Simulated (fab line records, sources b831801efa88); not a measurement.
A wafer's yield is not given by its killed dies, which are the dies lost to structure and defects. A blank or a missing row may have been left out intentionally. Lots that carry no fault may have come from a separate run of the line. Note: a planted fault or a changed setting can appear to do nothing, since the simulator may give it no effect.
Which tool was responsible? | flow sky130 | 10 lots with 30 wafers sampled at 5 steps, on a route of 708 steps

== WHAT EACH GAUGE READ, for each wafer ==
SKY_LOCAL_INTERCONNECT_RS_MEAS_01: measurement is done with a four-point probe. Usual: LOCAL_INTERCONNECT_TIN_RS gives 14.23 ohm/sq (standard deviation 0.16).
lot  | measured     | on           | LOCAL_INTERCONNECT_TIN_RS (ohm/sq) | flag
L131 | day 29 04:37 | filmMetro-01 | 14.12 14.00 14.31                  | 
L132 | day 30 01:40 | filmMetro-03 | 14.21 14.10 14.20                  | 
L133 | day 30 07:55 | filmMetro-03 | 14.02 14.14 14.24                  | 
L136 | day 31 04:01 | filmMetro-04 | 14.39 14.53 14.61                  | 
L138 | day 32 06:24 | filmMetro-03 | 14.22 14.11 14.22                  | 
L139 | day 32 07:42 | filmMetro-01 | 14.48 14.31 14.48                  | 
L148 | day 36 04:51 | filmMetro-01 | 14.04 12.69 13.86                  | OFF
L151 | day 36 18:46 | filmMetro-04 | 14.16 14.20 14.49                  | 
L153 | day 36 22:34 | filmMetro-03 | 14.10 14.14 14.07                  | 
L154 | day 37 05:32 | filmMetro-03 | 14.29 14.38 14.31                  | 

SKY_LOCAL_INTERCONNECT_THK_MEAS_02: measures by xrf. Usual: LOCAL_INTERCONNECT_TIN_THK gives 98.8 nm (standard deviation 1.1).
lot  | measured     | on           | LOCAL_INTERCONNECT_TIN_THK (nm) | flag
L131 | day 29 04:44 | filmMetro-01 | 100.0 100.3 98.5                | 
L132 | day 30 01:47 | filmMetro-03 | 99.2 99.9 99.5                  | 
L133 | day 30 08:02 | filmMetro-03 | 101.1 99.8 99.6                 | 
L136 | day 31 04:08 | filmMetro-04 | 97.8 97.9 97.0                  | 
L138 | day 32 06:30 | filmMetro-03 | 98.5 99.5 99.0                  | 
L139 | day 32 07:49 | filmMetro-01 | 96.6 97.5 96.4                  | 
L148 | day 36 04:58 | filmMetro-01 | 100.0 110.2 100.8               | OFF
L151 | day 36 18:52 | filmMetro-04 | 99.4 99.1 96.5                  | 
L153 | day 36 22:41 | filmMetro-03 | 99.5 99.7 99.9                  | 
L154 | day 37 05:38 | filmMetro-03 | 98.2 97.4 98.4                  | 

== TOOL THAT RAN EACH LOT (tool first, then ch and the chambers of the sampled wafers, then the start) ==
lot  | SKY_LDD_LDN_STRIP_12                | SKY_LI_CONTACT_ETCH_14            | SKY_LOCAL_INTERCONNECT_SPUTTER_00
L131 | plasmaAsher-04 ch 0,1, day 22 17:05 | rieDiel-04 ch 1,2,3, day 29 03:11 | pvdSputter-04, day 29 04:34
L132 | plasmaAsher-01 ch 0,1, day 23 15:17 | rieDiel-01 ch 0,2, day 30 00:22   | pvdSputter-02, day 30 01:36
L133 | plasmaAsher-04 ch 0,1, day 23 23:46 | rieDiel-01 ch 0,2, day 30 06:37   | pvdSputter-02, day 30 07:51
L136 | plasmaAsher-01 ch 0,1, day 24 18:49 | rieDiel-04 ch 0,1,2, day 31 02:47 | pvdSputter-04, day 31 03:56
L138 | plasmaAsher-04 ch 0,1, day 26 02:01 | rieDiel-04 ch 0,3, day 32 05:08   | pvdSputter-04, day 32 06:17
L139 | plasmaAsher-02 ch 0,1, day 26 03:17 | rieDiel-01 ch 0,2,3, day 32 06:17 | pvdSputter-04, day 32 07:37
L148 | plasmaAsher-02 ch 1, day 30 09:20   | rieDiel-04 ch 0,3, day 36 03:29   | pvdSputter-02, day 36 04:47
L151 | plasmaAsher-02 ch 0,1, day 30 21:28 | rieDiel-01 ch 1,2, day 36 17:31   | pvdSputter-04, day 36 18:40
L153 | plasmaAsher-01 ch 0,1, day 31 03:43 | rieDiel-04 ch 0,2, day 36 21:20   | pvdSputter-04, day 36 22:30
L154 | plasmaAsher-01 ch 0,1, day 31 11:19 | rieDiel-01 ch 0,1,2, day 37 04:17 | pvdSputter-04, day 37 05:26
- SKY_LDD_LDN_STRIP_12: strips in O2/N2.
- SKY_LI_CONTACT_ETCH_14: etches BARC in N2/H2, stops on SiO2, time 45.9 s, target depth 60 nm.
- SKY_LOCAL_INTERCONNECT_SPUTTER_00: material TiN, target thk 100 nm, time 83.3 s.

== WHAT THE TOOLS THEMSELVES READ (means of the sampled wafers that have a number; where no wafer has one, the mark that the record gives instead) ==
SKY_LDD_LDN_STRIP_12. Usual: drypumpMotorCurrentA 5.2 A, standard deviation 0.34; o2FlowSccm 3002 sccm, standard deviation 9.2; oesProductAu 0.715 a.u., standard deviation 0.005; stripTimeToEndpointS 14.19 s, standard deviation 0.041.
lot  | tool           | drypumpMotorCurrentA (A) | o2FlowSccm (sccm) | oesProductAu (a.u.) | stripTimeToEndpointS (s) | flag
L131 | plasmaAsher-04 | 5.1                      | 2997              | 0.721               | 14.22                    | 
L132 | plasmaAsher-01 | 5.1                      | 2999              | 0.712               | 14.15                    | 
L133 | plasmaAsher-04 | 5.0                      | 3003              | 0.713               | 14.15                    | 
L136 | plasmaAsher-01 | 5.4                      | 3010              | 0.714               | 14.19                    | 
L138 | plasmaAsher-04 | 5.0                      | 2998              | 0.715               | 14.15                    | 
L139 | plasmaAsher-02 | 5.3                      | 3003              | 0.716               | 14.16                    | 
L148 | plasmaAsher-02 | 5.6                      | 2990              | 0.716               | 14.19                    | 
L151 | plasmaAsher-02 | 5.3                      | 3009              | 0.712               | 14.27                    | 
L153 | plasmaAsher-01 | 5.4                      | 2998              | 0.716               | 14.22                    | 
L154 | plasmaAsher-01 | 5.1                      | 3004              | 0.715               | 14.11                    | 

SKY_LI_CONTACT_ETCH_14. Usual: drypumpMotorCurrentA 5.6 A, standard deviation 0.46; oesProductAu 0.853 a.u., standard deviation 0.0045; throttleValvePct 13.225 %, standard deviation 0.0091.
lot  | tool       | drypumpMotorCurrentA (A) | oesProductAu (a.u.) | throttleValvePct (%) | flag
L131 | rieDiel-04 | 5.8                      | 0.855               | 13.226               | 
L132 | rieDiel-01 | 5.9                      | 0.852               | 13.224               | 
L133 | rieDiel-01 | 5.7                      | 0.850               | 13.220               | 
L136 | rieDiel-04 | 5.4                      | 0.859               | 13.221               | 
L138 | rieDiel-04 | 5.7                      | 0.851               | 13.221               | 
L139 | rieDiel-01 | 5.6                      | 0.855               | 13.214               | 
L148 | rieDiel-04 | 6.2                      | 0.850               | 13.228               | 
L151 | rieDiel-01 | 5.7                      | 0.854               | 13.227               | 
L153 | rieDiel-04 | 5.4                      | 0.856               | 13.230               | 
L154 | rieDiel-01 | 5.5                      | 0.849               | 13.232               | 

SKY_LOCAL_INTERCONNECT_SPUTTER_00. Usual: throttleValvePct at 30.0 %, with a standard deviation of 0.91.
lot  | tool          | throttleValvePct (%) | flag
L131 | pvdSputter-04 | 30.5                 | 
L132 | pvdSputter-02 | 29.6                 | 
L133 | pvdSputter-02 | 30.2                 | 
L136 | pvdSputter-04 | 30.4                 | 
L138 | pvdSputter-04 | 30.2                 | 
L139 | pvdSputter-04 | 30.5                 | 
L148 | pvdSputter-02 | 30.3                 | 
L151 | pvdSputter-04 | 29.9                 | 
L153 | pvdSputter-04 | 30.8                 | 
L154 | pvdSputter-04 | 30.4                 | 

== THE ANSWER, worked out from the rows above alone ==
Rule: a lot counts as off when the mean over its wafers that have a number is more than 3 standard deviations away from the usual mean. A lot without any number at a reading at which 4 lots or more have one is off too. Any other lot the step has rows for is counted as sound. After the gauges, taken in route order, come the tools' own readings; for these a lot's mean is taken, as printed above. The first step at which some lot is off is used, and at that step the reading that is off furthest; a lot without a number counts as furthest.
Off: L148, seen at SKY_LOCAL_INTERCONNECT_RS_MEAS_01 (LOCAL_INTERCONNECT_TIN_RS).
A tool fits if, at a process step before that reading, it ran every lot that is off, and no sound lot after the first of them. The gauges at SKY_LOCAL_INTERCONNECT_RS_MEAS_01 are tried like those tools. This does not decide it: 2 tools fit, namely pvdSputter-02 at SKY_LOCAL_INTERCONNECT_SPUTTER_00 and filmMetro-01 at SKY_LOCAL_INTERCONNECT_RS_MEAS_01.

== WHAT THE SIMULATOR PUT IN ==
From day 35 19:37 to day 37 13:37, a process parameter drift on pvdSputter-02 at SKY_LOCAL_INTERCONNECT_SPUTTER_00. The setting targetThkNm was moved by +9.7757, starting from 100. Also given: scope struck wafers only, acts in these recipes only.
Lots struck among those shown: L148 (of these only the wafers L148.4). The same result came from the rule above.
